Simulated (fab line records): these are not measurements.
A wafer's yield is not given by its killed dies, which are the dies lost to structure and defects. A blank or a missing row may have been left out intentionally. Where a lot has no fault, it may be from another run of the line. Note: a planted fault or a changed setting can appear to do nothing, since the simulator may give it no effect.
Which tool is to blame?    flow gf180mcu    45 wafers from 15 lots sampled at 4 of the route's 602 steps

WHAT THE GAUGES READ, wafer by wafer
The record holds no reading of a measuring or inspecting step that can be judged against a usual standard deviation.

WHAT TOOL EACH LOT RAN ON (gives the tool, then ch and the chambers of the sampled wafers, and finally the start)
lot   GF_TOP_METAL_SPUTTER_00       GF_TOP_METAL_METAL_ETCH_16         GF_TOP_METAL_STRIP_17                 GF_PASSIVATION_DEVELOP_10
L483  pvd_sputter-02, day 28 07:42  rie_metal-04 ch 0,1, day 29 02:53  plasma_asher-03 ch 0,1, day 29 03:05  litho_track-04 ch 0, day 29 23:00
L484  pvd_sputter-02, day 28 16:40  rie_metal-03 ch 0,1, day 29 11:47  plasma_asher-04 ch 0,1, day 29 11:59  litho_track-01 ch 0, day 30 07:00
L485  pvd_sputter-04, day 28 21:21  rie_metal-03 ch 0,1, day 29 16:44  plasma_asher-01 ch 0,1, day 29 16:56  litho_track-01 ch 0, day 30 12:00
L486  pvd_sputter-04, day 29 14:00  rie_metal-03 ch 0,1, day 30 09:05  plasma_asher-03 ch 0, day 30 09:17    litho_track-02 ch 0, day 31 04:00
L488  pvd_sputter-02, day 29 22:47  rie_metal-02 ch 0,1, day 30 17:11  plasma_asher-04 ch 0,1, day 30 17:23  litho_track-01 ch 0, day 31 11:00
L489  pvd_sputter-02, day 30 02:23  rie_metal-02 ch 0,1, day 30 20:26  plasma_asher-04 ch 0,1, day 30 20:38  litho_track-04 ch 0, day 31 14:00
L490  pvd_sputter-01, day 30 12:22  rie_metal-02 ch 0,1, day 31 06:44  plasma_asher-04 ch 0,1, day 31 06:56  litho_track-01 ch 0, day 32 00:00
L491  pvd_sputter-01, day 30 16:25  rie_metal-04 ch 0,1, day 31 10:14  plasma_asher-03 ch 0,1, day 31 10:26  litho_track-04 ch 0, day 32 04:00
L492  pvd_sputter-02, day 30 21:22  rie_metal-04 ch 0,1, day 31 15:42  plasma_asher-04 ch 0,1, day 31 15:52  litho_track-01 ch 0, day 32 09:00
L493  pvd_sputter-02, day 31 07:02  rie_metal-04 ch 0,1, day 32 00:25  plasma_asher-04 ch 0,1, day 32 00:35  litho_track-02 ch 0, day 32 18:00
L494  pvd_sputter-02, day 31 12:19  rie_metal-02 ch 0,1, day 32 05:48  plasma_asher-04 ch 1, day 32 05:59    litho_track-04, day 32 23:00
L495  pvd_sputter-01, day 31 16:46  rie_metal-03 ch 0,1, day 32 10:17  plasma_asher-01 ch 0,1, day 32 10:29  litho_track-02, day 33 03:00
L496  pvd_sputter-04, day 32 01:22  rie_metal-02 ch 0,1, day 32 18:29  plasma_asher-03 ch 0,1, day 32 18:41  litho_track-04, day 33 10:00
L497  pvd_sputter-01, day 32 04:08  rie_metal-04 ch 0, day 32 20:33    plasma_asher-03 ch 1, day 32 20:52    litho_track-01 ch 0, day 33 13:00
L501  pvd_sputter-01, day 33 06:57  rie_metal-03 ch 0,1, day 33 22:50  plasma_asher-01 ch 0,1, day 33 23:02  litho_track-04 ch 0, day 34 14:00
- GF_TOP_METAL_SPUTTER_00: material Ti, target thk 37.5 nm, time 150 s.
- GF_TOP_METAL_METAL_ETCH_16: etches the open film in Cl2/BCl3, stops on SiO2, target depth 1197 nm, time 199.5 s.
- GF_TOP_METAL_STRIP_17: strips in O2/N2.
- GF_PASSIVATION_DEVELOP_10: develop time 60 s.

WHAT THE TOOLS THEMSELVES READ (means of the sampled wafers that have a number; where no wafer has one, the mark that the record gives instead)
GF_TOP_METAL_SPUTTER_00. Usual: substrate_temp_c 199.99 C, standard deviation 0.16; throttle_valve_pct 29.6 %, standard deviation 0.85.
lot   tool            substrate_temp_c (C)  throttle_valve_pct (%)  flag
L483  pvd_sputter-02  200.04                29.1                    
L484  pvd_sputter-02  200.04                29.1                    
L485  pvd_sputter-04  199.86                30.7                    
L486  pvd_sputter-04  199.94                29.9                    
L488  pvd_sputter-02  200.11                29.0                    
L489  pvd_sputter-02  200.13                29.4                    
L490  pvd_sputter-01  200.02                29.4                    
L491  pvd_sputter-01  199.96                29.2                    
L492  pvd_sputter-02  200.14                29.5                    
L493  pvd_sputter-02  200.05                29.3                    
L494  pvd_sputter-02  199.87                29.6                    
L495  pvd_sputter-01  200.19                29.3                    
L496  pvd_sputter-04  199.82                30.7                    
L497  pvd_sputter-01  199.99                30.3                    
L501  pvd_sputter-01  199.96                29.2                    

GF_TOP_METAL_METAL_ETCH_16. Usual: drypump_motor_current_A 5.8 A, standard deviation 0.42; he_backside_leak_sccm 3.39 sccm, standard deviation 0.17; oes_product_au 0.990 a.u., standard deviation 0.0052; throttle_valve_pct 28.229 %, standard deviation 0.0087.
lot   tool          drypump_motor_current_A (A)  he_backside_leak_sccm (sccm)  oes_product_au (a.u.)  throttle_valve_pct (%)  flag
L483  rie_metal-04  6.0                          3.55                          0.986                  28.226                  
L484  rie_metal-03  5.6                          3.46                          0.986                  28.231                  
L485  rie_metal-03  5.7                          3.47                          0.994                  28.221                  
L486  rie_metal-03  5.6                          3.50                          0.994                  28.225                  
L488  rie_metal-02  5.8                          3.28                          0.990                  28.226                  
L489  rie_metal-02  5.8                          3.29                          0.991                  28.219                  
L490  rie_metal-02  5.4                          3.28                          0.989                  28.217                  
L491  rie_metal-04  6.0                          3.40                          0.990                  28.234                  
L492  rie_metal-04  6.0                          3.56                          0.986                  28.224                  
L493  rie_metal-04  6.2                          3.49                          0.994                  28.232                  
L494  rie_metal-02  5.4                          3.09                          0.988                  28.219                  
L495  rie_metal-03  5.6                          3.42                          0.987                  28.233                  
L496  rie_metal-02  5.8                          3.24                          0.993                  28.223                  
L497  rie_metal-04  5.7                          3.42                          0.993                  28.236                  
L501  rie_metal-03  5.7                          3.43                          0.984                  28.232                  

GF_TOP_METAL_STRIP_17. Usual: drypump_motor_current_A 6.27 A, standard deviation 0.18; heater_power_w 356 W, standard deviation 28; o2_flow_sccm 3001 sccm, standard deviation 9.3; oes_product_au 0.711 a.u., standard deviation 0.0046; platen_temp_c 250.02 C, standard deviation 0.17; strip_time_to_endpoint_s 12.93 s, standard deviation 0.076.
lot   tool             drypump_motor_current_A (A)  heater_power_w (W)  o2_flow_sccm (sccm)  oes_product_au (a.u.)  platen_temp_c (C)  strip_time_to_endpoint_s (s)  flag
L483  plasma_asher-03  6.14                         319                 2994                 0.708                  250.01             13.02                         
L484  plasma_asher-04  6.31                         373                 3007                 0.713                  250.12             13.02                         
L485  plasma_asher-01  6.57                         364                 3010                 0.710                  250.15             12.91                         
L486  plasma_asher-03  5.96                         367                 2996                 0.706                  249.87             13.04                         
L488  plasma_asher-04  6.28                         366                 3001                 0.714                  249.98             12.87                         
L489  plasma_asher-04  6.30                         376                 3001                 0.710                  250.17             12.96                         
L490  plasma_asher-04  6.28                         364                 2997                 0.716                  250.17             12.83                         
L491  plasma_asher-03  6.03                         347                 3000                 0.714                  250.11             12.93                         
L492  plasma_asher-04  6.29                         363                 2995                 0.708                  249.94             12.93                         
L493  plasma_asher-04  6.31                         371                 3002                 0.710                  249.84             12.85                         
L494  plasma_asher-04  6.30                         383                 3012                 0.710                  249.95             12.80                         
L495  plasma_asher-01  6.53                         354                 3001                 0.709                  250.03             12.96                         
L496  plasma_asher-03  6.05                         340                 2998                 0.710                  250.08             12.83                         
L497  plasma_asher-03  6.23                         299                 2995                 0.714                  250.06             12.84                         
L501  plasma_asher-01  6.55                         356                 3003                 0.711                  249.86             12.98                         

GF_PASSIVATION_DEVELOP_10. Usual: chill_plate_temp_C at 23.02 C, with a standard deviation of 0.1.
lot   tool            chill_plate_temp_C (C)  flag
L483  litho_track-04  22.91                   
L484  litho_track-01  23.09                   
L485  litho_track-01  23.14                   
L486  litho_track-02  23.04                   
L488  litho_track-01  23.04                   
L489  litho_track-04  22.99                   
L490  litho_track-01  22.94                   
L491  litho_track-04  23.00                   
L492  litho_track-01  22.90                   
L493  litho_track-02  23.01                   
L494  litho_track-04  -                       OFF
L495  litho_track-02  -                       OFF
L496  litho_track-04  -                       OFF
L497  litho_track-01  23.15                   
L501  litho_track-04  23.04                   

THE ANSWER, worked out from the rows above alone
Rule: a lot counts as off when the mean over its wafers that have a number is more than 3 standard deviations away from the usual mean. A lot without any number at a reading at which 4 lots or more have one is off too. Where the step has rows for the other lots, those lots are counted as sound. After the gauges, taken in route order, come the tools' own readings; for these a lot's mean is taken, as printed above. The first step at which some lot is off is used, and at that step the reading that is off furthest; a lot without a number counts as furthest.
Off at GF_PASSIVATION_DEVELOP_10 (chill_plate_temp_C): L494, L495, L496. Without a number there: L494, L495, L496.
A tool fits if, at that step or a process step before it, it ran every lot that is off, and no sound lot after the first of them. No candidate that was tried fits.

WHAT HAD BEEN PUT IN BY THE SIMULATOR
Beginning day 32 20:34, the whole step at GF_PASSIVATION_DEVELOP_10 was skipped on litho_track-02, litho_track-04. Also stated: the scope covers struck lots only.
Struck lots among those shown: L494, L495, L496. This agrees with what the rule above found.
